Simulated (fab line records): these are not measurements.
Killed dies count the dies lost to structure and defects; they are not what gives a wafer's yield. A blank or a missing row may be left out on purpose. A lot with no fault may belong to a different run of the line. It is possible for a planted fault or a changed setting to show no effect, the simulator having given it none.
Chamber matching -- flow sky130 -- pecvd-04 running SKY_PASSIVATION_CVD_02: 3 sister chambers
The step deposits Si3N4, target thk 540 nm. 6 wafers are shown with their chamber, then 10 later ones without.

EACH WAFER AND ITS CHAMBER
wafer,chamber,heater-power-outer-w (W),heater-power-w (W)
L086.2,0,585,863
L088.4,1,463,835
L088.5,0,532,809
L088.6,2,552,825
L089.2,1,496,834
L089.3,2,523,766

WAFERS WITH NO CHAMBER GIVEN
wafer,heater-power-outer-w (W),heater-power-w (W)
L089.5,543,807
L090.1,494,745
L090.2,471,821
L090.5,481,875
L091.3,454,712
L091.5,386,710
L091.6,500,759
L094.1,466,815
L094.3,485,843
L094.5,463,727

WHICH CHAMBER EACH WENT THROUGH
wafer,from the rows above,in truth
L089.5,can't be placed: 2 or 0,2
L090.1,can't be placed: 2 or 1 or 0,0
L090.2,can't be placed: 1 or 2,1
L090.5,can't be placed: 1 or 0 or 2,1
L091.3,can't be placed: 1 or 2 or 0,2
L091.5,can't be placed: 1 or 2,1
L091.6,can't be placed: 2 or 1 or 0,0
L094.1,can't be placed: 1 or 2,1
L094.3,1,1
L094.5,can't be placed: 1 or 2 or 0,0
Correct placement for 1 of the 10. Unplaceable from these rows: 9, with the true chamber sitting among the candidates in 9. Number placed wrongly: 0.
How it was worked out, from the rows above alone: a wafer's distance from a chamber is the root of the sum, over the readings, of the square of ((its reading less the chamber's mean) divided by the reading's scatter). If the next closest chamber is less than 2 further off than the closest, the wafer can't be placed; otherwise it belongs to the closest. For every chamber, the mean is computed from those of its wafers that are shown. How the scatter is found: for the shown wafers, subtract from each reading the mean of its chamber, square and add these, divide the total by (wafers less chambers), then take the root.
